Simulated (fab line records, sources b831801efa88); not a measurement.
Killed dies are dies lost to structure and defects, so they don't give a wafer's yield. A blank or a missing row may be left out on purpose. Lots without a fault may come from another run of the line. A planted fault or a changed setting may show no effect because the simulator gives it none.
Chamber matching | flow sky130 | SKY_VIA3_CMP_02 on cmp-01: 4 sister chambers
The step polishes SiO2. 8 wafers are shown with their chamber, then 8 later ones without.

WAFERS WITH THEIR CHAMBER
wafer  | chamber | motor_current_A (A)
L279.4 | 1       | 11.6
L280.6 | 3       | 10.0
L281.3 | 1       | 11.3
L281.5 | 0       | 12.9
L284.1 | 0       | 12.6
L284.2 | 3       | 9.8
L285.3 | 2       | 12.9
L285.5 | 2       | 12.5

WAFERS WITHOUT THEIR CHAMBER
wafer  | motor_current_A (A)
L285.6 | 11.9
L294.1 | 12.8
L294.4 | 12.1
L295.1 | 10.2
L295.4 | 12.9
L298.1 | 10.9
L298.2 | 13.1
L298.5 | 10.2

WHICH CHAMBER EACH WENT THROUGH
wafer  | from the rows above          | in truth
L285.6 | can't be placed: 1 or 2 or 0 | 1
L294.1 | can't be placed: 0 or 2      | 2
L294.4 | can't be placed: 2 or 0 or 1 | 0
L295.1 | 3                            | 3
L295.4 | can't be placed: 0 or 2      | 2
L298.1 | 1                            | 1
L298.2 | can't be placed: 0 or 2      | 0
L298.5 | 3                            | 3
Placed correctly: 3 of 8. Can't be placed from these rows: 5 (the true chamber is among the candidates in 5). Placed wrongly: 0.
How it was worked out, from the rows above alone: a wafer's distance from a chamber is the root of the sum, over the readings, of the square of ((its reading less the chamber's mean) divided by the reading's scatter). The wafer belongs to the nearest chamber; if the next one is less than 2 further off, it can't be placed. A chamber's mean is the mean of its shown wafers. The scatter: the root of (the sum of the squares of (reading less its chamber's mean) over the shown wafers, divided by (wafers less chambers)).
